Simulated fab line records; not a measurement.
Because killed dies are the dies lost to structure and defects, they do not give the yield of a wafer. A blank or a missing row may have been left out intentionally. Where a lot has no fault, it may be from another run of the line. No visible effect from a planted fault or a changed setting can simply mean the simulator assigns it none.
Problem report, 8D (eight disciplines) form, completed by code | flow sky130 | the parts of the form that need people (team, actions taken, sign-off) are left out

## 1. WHAT IS WRONG
run length s at SKY_PASSIVATION_ETCH_11 reads a mean of 181.1 s on 3 wafers of 2 lots; wafers without a fault read 189.6 s with a standard deviation of 0.47. That puts it -18 standard deviations away from the usual mean.
The step: etches the open film in CF4/O2, stops on AlCu, target depth 725 nm, time 161.1 s.
Seen first at day 48 16:38 on rie diel-01, wafer L339.1. The record holds 17 wafers of 6 lots with a number at this step. By rule, "out" or "out of limits" means more than 4 standard deviations away from the usual mean. All remaining wafers that have a number are taken as sound.

## 2. WHAT IT IS; WHAT IT IS NOT
question                    | is                     | is not
which readings at this step | run length s           | O2_flow_sccm, drypump motor current A, throttle valve pct
which lots                  | L339, L343             | L325, L330, L346, L347
which wafers of those lots  | L339.1, L339.5, L343.1 | L339.3, L343.3
read on which tools         | rie diel-01            | rie diel-02, rie diel-03
when                        | from day 48 16:38      | up to then (7 sound wafers); but 7 sound wafers of L343, L346, L347 came after

## 3. SUSPECTS, AND WHAT RULES EACH OUT
Counting: any tool at a process step up to the reading remains a suspect provided it ran every lot that is out. Sound lots after the first of them don't rule it out here, since some wafers of a struck lot are sound.
- pecvd-01 at SKY_PASSIVATION_CVD_00 (deposits SiO2, target thk 90 nm): kept. It processed each lot that is out (first: L339, day 47 21:14); up to then, its last sound lot is L330 (day 45 15:34).
- rie diel-01 at SKY_PASSIVATION_ETCH_11 (etches the open film in CF4/O2, stops on AlCu, target depth 725 nm, time 161.1 s): kept. It processed each lot that is out (first: L339, day 48 16:38); up to then, its last sound lot is L330 (day 46 12:22). Its own run length s readings are out on those wafers.
- Within pecvd-01 at SKY_PASSIVATION_CVD_00: the wafers that are out ran in chambers 1, 2; their sound lot-mates ran in chamber 0.
- Within rie diel-01 at SKY_PASSIVATION_ETCH_11: the wafers that are out ran in chambers 0, 3; their sound lot-mates ran in chamber 1.
After counting, pecvd-01 at SKY_PASSIVATION_CVD_00 and rie diel-01 at SKY_PASSIVATION_ETCH_11 remain.

## 4. THE CAUSE (what the simulator had put in)
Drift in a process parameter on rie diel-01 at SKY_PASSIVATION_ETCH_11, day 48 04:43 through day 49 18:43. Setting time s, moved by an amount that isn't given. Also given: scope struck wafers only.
2 suspects survive the count, and this tool is in that group.

## 5. SEQUENCE OF EFFECTS, ordered by route
Each row: a reading where the mean over the struck wafers with a number is more than 3 standard deviations away from the usual. Only readings for which the record gives a usual standard deviation are gone through. hours: the time from each lot's start at the first step in this table that gives one to its start at this step, as a median over the lots. sigmas: the change in usual standard deviations.
hours | step                    | reading      | usual   | on struck wafers | change | sigmas
0     | SKY_PASSIVATION_ETCH_11 | run length s | 189.6 s | 181.1            | -8.5   | -18
The process steps in it:
- SKY_PASSIVATION_ETCH_11: etches the open film in CF4/O2, stops on AlCu, target depth 725 nm, time 161.1 s.

## 6. WHAT WOULD HAVE CAUGHT IT SOONER
12 hours passed between the start of the fault at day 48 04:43 and the first reading out of limits in this record, taken at day 48 16:38.
